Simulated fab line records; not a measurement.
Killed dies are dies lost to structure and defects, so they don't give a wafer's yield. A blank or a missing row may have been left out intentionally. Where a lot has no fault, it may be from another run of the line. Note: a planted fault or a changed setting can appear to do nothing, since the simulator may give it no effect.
Which tool did it? + flow gf180mcu + 34 wafers from 12 lots sampled at 6 of the route's 602 steps

## WHAT THE GAUGES READ, wafer by wafer
GF_HV_LDD_TW_MEAS_11. Usual: for HV_LDD_TW the level is 2425 and the standard deviation is 21.
| lot  | measured     | on           | HV_LDD_TW      | flag |
|------|--------------|--------------|----------------|------|
| L853 | day 9 23:51  | filmMetro-03 | 2425 2436 2442 |      |
| L858 | day 11 15:37 | filmMetro-04 | 2432 2434 2436 |      |
| L859 | day 11 20:05 | filmMetro-03 | 2447 2439 2445 |      |
| L860 | day 12 05:32 | filmMetro-01 | 2392 2405 2404 |      |
| L861 | day 12 14:02 | filmMetro-04 | 2419 2409 2410 |      |
| L863 | day 13 05:11 | filmMetro-03 | 2448 2460      |      |
| L864 | day 13 09:41 | filmMetro-01 | 2404 2408 2415 |      |
| L865 | day 13 19:50 | filmMetro-04 | 2455 2423      |      |
| L871 | day 15 22:50 | filmMetro-03 | 2453 2448 2446 |      |
| L872 | day 16 07:30 | filmMetro-04 | 2414 2423 2432 |      |
| L873 | day 16 07:48 | filmMetro-01 | 2424 2409 2400 |      |
| L875 | day 16 23:17 | filmMetro-03 | 2445 2438 2438 |      |

GF_PSD_RS_MEAS_14: measurement is done with a four-point probe. Usual: for NSD_RS the level is 46.14 ohm/sq and the standard deviation is 0.086.
| lot  | measured     | on           | NSD_RS (ohm/sq)   | flag |
|------|--------------|--------------|-------------------|------|
| L853 | day 14 05:09 | filmMetro-02 | 46.28 46.10 46.21 |      |
| L858 | day 16 04:59 | filmMetro-04 | 46.14 46.10 46.21 |      |
| L859 | day 16 12:22 | filmMetro-04 | 46.19 46.20 46.16 |      |
| L860 | day 16 19:53 | filmMetro-04 | 45.92 46.06 46.18 |      |
| L861 | day 17 05:46 | filmMetro-01 | 46.22 45.98 46.03 |      |
| L863 | day 18 00:20 | filmMetro-02 | 46.11 43.41       | OFF  |
| L864 | day 18 05:13 | filmMetro-02 | 46.09 46.07 43.46 | OFF  |
| L865 | day 18 16:43 | filmMetro-04 | 46.19 43.50       | OFF  |
| L871 | day 21 03:15 | filmMetro-04 | 46.11 46.10 46.22 |      |
| L872 | day 21 12:10 | filmMetro-01 | 46.20 46.23 46.14 |      |
| L873 | day 21 12:56 | filmMetro-01 | 46.03 45.98 46.06 |      |
| L875 | day 22 03:53 | filmMetro-02 | 46.33 46.14 46.22 |      |

GF_PSD_RS_MEAS_15: measurement is done with a four-point probe. Usual: for PSD_RS the level is 108.68 ohm/sq and the standard deviation is 0.25.
| lot  | measured     | on           | PSD_RS (ohm/sq)      | flag |
|------|--------------|--------------|----------------------|------|
| L853 | day 14 05:16 | filmMetro-02 | 108.90 108.68 108.73 |      |
| L858 | day 16 05:07 | filmMetro-04 | 108.28 108.50 108.42 |      |
| L859 | day 16 12:29 | filmMetro-04 | 109.33 108.81 108.56 |      |
| L860 | day 16 20:00 | filmMetro-04 | 108.11 108.55 108.28 |      |
| L861 | day 17 05:53 | filmMetro-01 | 108.84 108.52 108.79 |      |
| L863 | day 18 00:28 | filmMetro-02 | 108.51 103.44        | OFF  |
| L864 | day 18 05:20 | filmMetro-02 | 108.61 108.66 103.69 | OFF  |
| L865 | day 18 16:50 | filmMetro-04 | 108.51 103.40        | OFF  |
| L871 | day 21 03:22 | filmMetro-04 | 108.57 108.73 109.12 |      |
| L872 | day 21 12:17 | filmMetro-01 | 108.41 108.77 108.62 |      |
| L873 | day 21 13:03 | filmMetro-01 | 108.58 108.34 108.17 |      |
| L875 | day 22 04:00 | filmMetro-02 | 109.19 109.19 108.91 |      |

GF_CONTACT_BOW_MEAS_05. Usual: for CONTACT_BOW the level is 66 um and the standard deviation is 6.8.
| lot  | measured     | on           | CONTACT_BOW (um) | flag |
|------|--------------|--------------|------------------|------|
| L853 | day 15 03:35 | filmMetro-04 | 54 58 59         |      |
| L858 | day 17 05:47 | filmMetro-04 | 64 75 71         |      |
| L859 | day 17 12:41 | filmMetro-04 | 65 66 71         |      |
| L860 | day 17 20:25 | filmMetro-01 | 69 69 62         |      |
| L861 | day 18 07:19 | filmMetro-01 | 79 75 75         |      |
| L863 | day 19 02:36 | filmMetro-04 | 78 70            |      |
| L864 | day 19 07:06 | filmMetro-04 | 56 76 61         |      |
| L865 | day 19 19:00 | filmMetro-04 | 56 73            |      |
| L871 | day 22 04:33 | filmMetro-01 | 66 54 66         |      |
| L872 | day 22 12:44 | filmMetro-03 | 68 74 77         |      |
| L873 | day 22 13:22 | filmMetro-01 | 66 58 66         |      |
| L875 | day 23 05:10 | filmMetro-04 | 60 71 61         |      |

## WHICH TOOL RAN EACH LOT (tool, then ch and the chambers of the sampled wafers, then the start)
| lot  | GF_STI_ETCH_14                 | GF_PSD_RTA_13                   |
|------|--------------------------------|---------------------------------|
| L853 | rieSi-02 ch 0,2,3, day 2 01:53 | rtpAnneal-01 ch 0, day 14 04:59 |
| L858 | rieSi-01 ch 1,2, day 3 03:07   | rtpAnneal-01 ch 0, day 16 04:54 |
| L859 | rieSi-01 ch 0,1,2, day 3 08:43 | rtpAnneal-01 ch 0, day 16 12:16 |
| L860 | rieSi-02 ch 2,3, day 3 14:35   | rtpAnneal-01 ch 0, day 16 19:47 |
| L861 | rieSi-02 ch 0,2,3, day 3 19:01 | rtpAnneal-01 ch 0, day 17 05:41 |
| L863 | rieSi-01 ch 0,2, day 4 06:05   | rtpAnneal-01 ch 0, day 18 00:14 |
| L864 | rieSi-01 ch 2,3, day 4 09:52   | rtpAnneal-01 ch 0, day 18 05:07 |
| L865 | rieSi-02 ch 0,1, day 4 15:37   | rtpAnneal-01 ch 0, day 18 16:37 |
| L871 | rieSi-02 ch 0,1,3, day 5 22:43 | rtpAnneal-01 ch 0, day 21 03:10 |
| L872 | rieSi-02 ch 0,1, day 6 03:02   | rtpAnneal-01 ch 0, day 21 12:04 |
| L873 | rieSi-02 ch 0,2, day 6 09:17   | rtpAnneal-02 ch 0, day 21 12:50 |
| L875 | rieSi-01 ch 0,2,3, day 6 21:59 | rtpAnneal-01 ch 0, day 22 03:47 |
- GF_STI_ETCH_14: etches Si in HBr/Cl2/O2, target depth 360 nm, time 102.9 s.
- GF_PSD_RTA_13: time 20 s.

## AS READ BY THE TOOLS THEMSELVES (means over the sampled wafers that have a number; for cases with no such wafer, the mark the record gives instead)
GF_STI_ETCH_14. Usual: drypumpMotorCurrentA 5.5 A, standard deviation 0.45; oesProductAu 0.991 a.u., standard deviation 0.01; rfFwdPowerW 596.6 W, standard deviation 2.3; throttleValvePct 25.662 %, standard deviation 0.011.
| lot  | tool     | drypumpMotorCurrentA (A) | oesProductAu (a.u.) | rfFwdPowerW (W) | throttleValvePct (%) | flag |
|------|----------|--------------------------|---------------------|-----------------|----------------------|------|
| L853 | rieSi-02 | 5.8                      | 0.986               | 593.7           | 25.668               |      |
| L858 | rieSi-01 | 4.9                      | 0.994               | 594.9           | 25.664               |      |
| L859 | rieSi-01 | 5.0                      | 0.995               | 595.2           | 25.660               |      |
| L860 | rieSi-02 | 6.0                      | 1.002               | 593.0           | 25.664               |      |
| L861 | rieSi-02 | 5.8                      | 0.993               | 595.8           | 25.660               |      |
| L863 | rieSi-01 | 5.0                      | 0.990               | 598.0           | 25.651               |      |
| L864 | rieSi-01 | 5.4                      | 0.984               | 597.2           | 25.663               |      |
| L865 | rieSi-02 | 5.4                      | 0.993               | 600.0           | 25.652               |      |
| L871 | rieSi-02 | 5.6                      | 1.001               | 596.3           | 25.656               |      |
| L872 | rieSi-02 | 5.4                      | 0.990               | 597.6           | 25.659               |      |
| L873 | rieSi-02 | 5.5                      | 0.994               | 595.9           | 25.671               |      |
| L875 | rieSi-01 | 5.3                      | 0.983               | 598.0           | 25.656               |      |

GF_PSD_RTA_13. Usual: annealTempCMax 1029.6, standard deviation 0.91; lampPowerPct 32.99 %, standard deviation 0.034; runLengthS 48.9 s, standard deviation 0.51; wafer_temp_C_max 1030.2, standard deviation 1.2.
| lot  | tool         | annealTempCMax | lampPowerPct (%) | runLengthS (s) | wafer_temp_C_max | flag |
|------|--------------|----------------|------------------|----------------|------------------|------|
| L853 | rtpAnneal-01 | 1029.4         | 32.98            | 51.2           | 1030.3           | OFF  |
| L858 | rtpAnneal-01 | 1029.6         | 33.00            | 48.9           | 1029.9           |      |
| L859 | rtpAnneal-01 | 1030.2         | 32.98            | 49.0           | 1030.0           |      |
| L860 | rtpAnneal-01 | 1029.4         | 32.95            | 48.8           | 1029.0           |      |
| L861 | rtpAnneal-01 | 1029.0         | 32.95            | 48.8           | 1029.1           |      |
| L863 | rtpAnneal-01 | 1029.8         | 32.95            | 55.2           | 1030.0           | OFF  |
| L864 | rtpAnneal-01 | 1030.2         | 32.97            | 53.4           | 1030.5           | OFF  |
| L865 | rtpAnneal-01 | 1029.3         | 32.98            | 55.5           | 1030.4           | OFF  |
| L871 | rtpAnneal-01 | 1029.5         | 33.01            | 49.0           | 1030.3           |      |
| L872 | rtpAnneal-01 | 1029.1         | 32.97            | 49.0           | 1030.5           |      |
| L873 | rtpAnneal-02 | 1029.3         | 33.02            | 48.4           | 1030.1           |      |
| L875 | rtpAnneal-01 | 1030.1         | 32.98            | 48.9           | 1029.8           |      |

## THE ANSWER, worked out from the rows above alone
Rule: lot off if the mean of its wafers having a number is beyond 3 standard deviations from the usual mean. Also off: a lot with no number at a reading for which 4 or more lots have one. The other lots that the step has rows for count as sound. First the gauges in route order, then the tools' own readings, where a lot's mean is used as printed above. At the first step where some lot is off, the reading lying furthest off is the one used; lots without a number count as furthest.
Off: L863, L864, L865, seen at GF_PSD_RS_MEAS_14 (NSD_RS).
A tool fits if, at a process step before that reading, it ran every lot that is off, and no sound lot after the first of them. Not tried: the gauges at GF_PSD_RS_MEAS_14; whatever is off there is also off at GF_PSD_RTA_13, on other tools, and gauge error can't account for it. None of those tried fits.

## WHAT THE SIMULATOR HAD PUT IN
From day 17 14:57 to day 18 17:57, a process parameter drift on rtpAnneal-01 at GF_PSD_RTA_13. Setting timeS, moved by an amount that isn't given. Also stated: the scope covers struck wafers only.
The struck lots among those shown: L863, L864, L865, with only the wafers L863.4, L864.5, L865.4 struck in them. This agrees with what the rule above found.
